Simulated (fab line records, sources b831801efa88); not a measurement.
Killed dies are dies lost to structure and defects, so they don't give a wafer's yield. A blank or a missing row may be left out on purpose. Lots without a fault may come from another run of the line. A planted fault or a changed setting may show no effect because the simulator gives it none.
Which tool did it? | flow sky130 | 10 lots, 30 wafers sampled, at 7 steps of a route of 708

WHAT THE GAUGES READ, wafer by wafer
SKY_SD_N_TW_MEAS_12.
lot  | measured     | on            | SD_N_TW
L492 | day 28 06:15 | film_metro-01 | 4047 4059 4058
L496 | day 29 19:32 | film_metro-03 | 3906 3907 3895
L501 | day 31 12:41 | film_metro-01 | 4293 4301 4284
L504 | day 32 06:03 | film_metro-03 | 4157 4157 4173
L507 | day 33 05:09 | film_metro-03 | 3916 3911 3907
L509 | day 34 06:48 | film_metro-03 | 3920 3938 3873
L510 | day 34 05:16 | film_metro-01 | 4010 4008 3989
L512 | day 34 16:23 | film_metro-01 | 4007 3998 3989
L513 | day 34 22:57 | film_metro-03 | 3917 3938 3930
L515 | day 35 13:14 | film_metro-02 | 3979 4007 4004

SKY_SD_N_RS_MEAS_16: measures by four-point-probe.
lot  | measured     | on            | SD_N_RS (ohm/sq)
L492 | day 28 06:35 | film_metro-03 | 68.43 68.41 68.35
L496 | day 29 19:50 | film_metro-02 | 68.74 68.82 68.68
L501 | day 31 12:59 | film_metro-01 | 60.46 60.29 60.40
L504 | day 32 06:20 | film_metro-02 | 60.44 60.43 60.53
L507 | day 33 05:26 | film_metro-01 | 68.60 68.61 68.58
L509 | day 34 07:05 | film_metro-02 | 68.64 68.66 68.34
L510 | day 34 05:33 | film_metro-02 | 68.74 68.68 68.69
L512 | day 34 16:40 | film_metro-03 | 68.52 68.49 68.67
L513 | day 34 23:14 | film_metro-02 | 68.62 68.62 68.59
L515 | day 35 13:32 | film_metro-01 | 68.40 68.35 68.51

SKY_LI_CONTACT_OVL_MEAS_13.
lot  | measured     | on         | LI_CONTACT_OVL (nm)
L492 | day 29 12:19 | overlay-01 | 13 11 9
L496 | day 31 00:31 | overlay-01 | 10 10 6
L501 | day 32 17:26 | overlay-01 | -3 -2 -3
L504 | day 33 10:46 | overlay-02 | 10 5 9
L507 | day 34 09:29 | overlay-02 | -2 -7 -9
L509 | day 35 11:05 | overlay-01 | 3 -3 1
L510 | day 35 09:26 | overlay-01 | 8 9 6
L512 | day 35 20:38 | overlay-02 | 2 -1 -1
L513 | day 36 03:08 | overlay-01 | 3 7 8
L515 | day 36 17:22 | overlay-01 | -2 5 6

WHICH TOOL RAN EACH LOT (tool, then ch and the chambers of the sampled wafers, then the start)
lot  | SKY_NWELL_RTA_28                 | SKY_SD_N_IMPLANT_09             | SKY_SD_N_STRIP_11                    | SKY_SD_N_RTA_14
L492 | rtp_anneal-01 ch 0, day 5 10:08  | implanter-03 ch 0, day 28 05:51 | plasma_asher-04 ch 0,1, day 28 06:09 | rtp_anneal-01 ch 0, day 28 06:25
L496 | rtp_anneal-02 ch 0, day 6 09:53  | implanter-03 ch 0, day 29 19:10 | plasma_asher-04 ch 0,1, day 29 19:26 | rtp_anneal-01 ch 0, day 29 19:39
L501 | rtp_anneal-02 ch 0, day 7 14:49  | implanter-03 ch 0, day 31 12:19 | plasma_asher-03 ch 0,1, day 31 12:35 | rtp_anneal-02 ch 0, day 31 12:48
L504 | rtp_anneal-02 ch 0, day 8 09:31  | implanter-03 ch 0, day 32 05:39 | plasma_asher-03 ch 0,1, day 32 05:57 | rtp_anneal-01 ch 0, day 32 06:10
L507 | rtp_anneal-01 ch 0, day 9 04:41  | implanter-01 ch 0, day 33 04:45 | plasma_asher-03 ch 0,1, day 33 05:03 | rtp_anneal-01 ch 0, day 33 05:16
L509 | rtp_anneal-01 ch 0, day 9 20:40  | implanter-01 ch 0, day 34 06:24 | plasma_asher-03 ch 0,1, day 34 06:42 | rtp_anneal-02 ch 0, day 34 06:55
L510 | rtp_anneal-01 ch 0, day 10 00:01 | implanter-01 ch 0, day 34 04:53 | plasma_asher-01 ch 0,1, day 34 05:09 | rtp_anneal-01 ch 0, day 34 05:22
L512 | rtp_anneal-02 ch 0, day 10 11:20 | implanter-03 ch 0, day 34 15:59 | plasma_asher-04 ch 0,1, day 34 16:17 | rtp_anneal-02 ch 0, day 34 16:30
L513 | rtp_anneal-02 ch 0, day 10 19:10 | implanter-03 ch 0, day 34 22:33 | plasma_asher-03 ch 0,1, day 34 22:51 | rtp_anneal-01 ch 0, day 34 23:04
L515 | rtp_anneal-02 ch 0, day 11 05:19 | implanter-01 ch 0, day 35 12:52 | plasma_asher-01 ch 0,1, day 35 13:08 | rtp_anneal-01 ch 0, day 35 13:21
- SKY_NWELL_RTA_28: time 30 s.
- SKY_SD_N_IMPLANT_09
- SKY_SD_N_STRIP_11: strips in O2/N2.
- SKY_SD_N_RTA_14: time 2 s.

WHAT THE TOOLS THEMSELVES READ (means of the sampled wafers that have a number; where no wafer has one, the mark that the record gives instead)
SKY_NWELL_RTA_28.
lot  | tool          | lamp_power_pct (%) | ramp_down_c_per_s | wafer_temp_C_max
L492 | rtp_anneal-01 | 25.33              | 90.000            | 1055.0
L496 | rtp_anneal-02 | 25.29              | 89.997            | 1054.3
L501 | rtp_anneal-02 | 25.32              | 90.014            | 1056.0
L504 | rtp_anneal-02 | 25.35              | 90.002            | 1054.8
L507 | rtp_anneal-01 | 25.30              | 90.002            | 1054.1
L509 | rtp_anneal-01 | 25.29              | 90.004            | 1054.7
L510 | rtp_anneal-01 | 25.31              | 89.999            | 1056.0
L512 | rtp_anneal-02 | 25.28              | 89.989            | 1054.5
L513 | rtp_anneal-02 | 25.34              | 90.021            | 1055.1
L515 | rtp_anneal-02 | 25.26              | 89.994            | 1054.6

SKY_SD_N_IMPLANT_09.
lot  | tool         | beam_energy_keV
L492 | implanter-03 | 49.996
L496 | implanter-03 | 50.007
L501 | implanter-03 | 63.204
L504 | implanter-03 | 63.182
L507 | implanter-01 | 49.994
L509 | implanter-01 | 49.994
L510 | implanter-01 | 50.015
L512 | implanter-03 | 50.020
L513 | implanter-03 | 50.017
L515 | implanter-01 | 50.014

SKY_SD_N_STRIP_11.
lot  | tool            | drypump_motor_current_A (A) | oes_product_au (a.u.) | strip_time_to_endpoint_s (s)
L492 | plasma_asher-04 | 5.6                         | 0.523                 | 22.60
L496 | plasma_asher-04 | 5.4                         | 0.531                 | 22.53
L501 | plasma_asher-03 | 6.0                         | 0.506                 | 24.55
L504 | plasma_asher-03 | 6.0                         | 0.504                 | 24.55
L507 | plasma_asher-03 | 6.0                         | 0.526                 | 22.53
L509 | plasma_asher-03 | 6.0                         | 0.524                 | 22.61
L510 | plasma_asher-01 | 5.9                         | 0.527                 | 22.63
L512 | plasma_asher-04 | 5.4                         | 0.526                 | 22.62
L513 | plasma_asher-03 | 6.0                         | 0.533                 | 22.59
L515 | plasma_asher-01 | 5.6                         | 0.528                 | 22.59

SKY_SD_N_RTA_14.
lot  | tool          | lamp_power_pct (%) | ramp_down_c_per_s | wafer_temp_C_max
L492 | rtp_anneal-01 | 15.72              | 89.987            | 1077.6
L496 | rtp_anneal-01 | 15.74              | 90.004            | 1077.0
L501 | rtp_anneal-02 | 15.72              | 90.003            | 1078.6
L504 | rtp_anneal-01 | 15.76              | 89.998            | 1078.9
L507 | rtp_anneal-01 | 15.76              | 89.997            | 1076.3
L509 | rtp_anneal-02 | 15.78              | 90.003            | 1080.5
L510 | rtp_anneal-01 | 15.74              | 89.988            | 1076.7
L512 | rtp_anneal-02 | 15.80              | 90.008            | 1077.5
L513 | rtp_anneal-01 | 15.72              | 89.987            | 1079.3
L515 | rtp_anneal-01 | 15.74              | 90.008            | 1079.0

THE ANSWER, worked out from the rows above alone
Rule: what is usual is taken from the lots themselves. Put in order of their means at a reading, lots are off if they are a third of the lots or fewer, leave a main group of 4 or more, and stand apart from it by a gap of 3 or more times the standard deviation of the main group's means; of several such gaps the widest counts. A main group whose means are all the same, to the digits that the tables above print for the reading, isn't used. A lot without any number at a reading at which 4 lots or more have one is off too. The other lots that the step has rows for count as sound. The gauges are gone through in route order, then the tools' own readings, and for those a lot's mean is taken as printed above. The first step at which some lot is off is used, and at that step the reading that is off furthest; a lot without a number counts as furthest.
Off: L501, L504, at SKY_SD_N_RS_MEAS_16 (SD_N_RS). The main group: mean 68.57 ohm/sq, standard deviation 0.11.
A tool fits if, at a process step before that reading, it ran every lot that is off, and no sound lot after the first of them. The gauges at SKY_SD_N_RS_MEAS_16 aren't tried: what is off there is off at SKY_SD_N_IMPLANT_09 too, on other tools, and a gauge's error can't cause that. None of those tried fits.

WHAT THE SIMULATOR HAD PUT IN
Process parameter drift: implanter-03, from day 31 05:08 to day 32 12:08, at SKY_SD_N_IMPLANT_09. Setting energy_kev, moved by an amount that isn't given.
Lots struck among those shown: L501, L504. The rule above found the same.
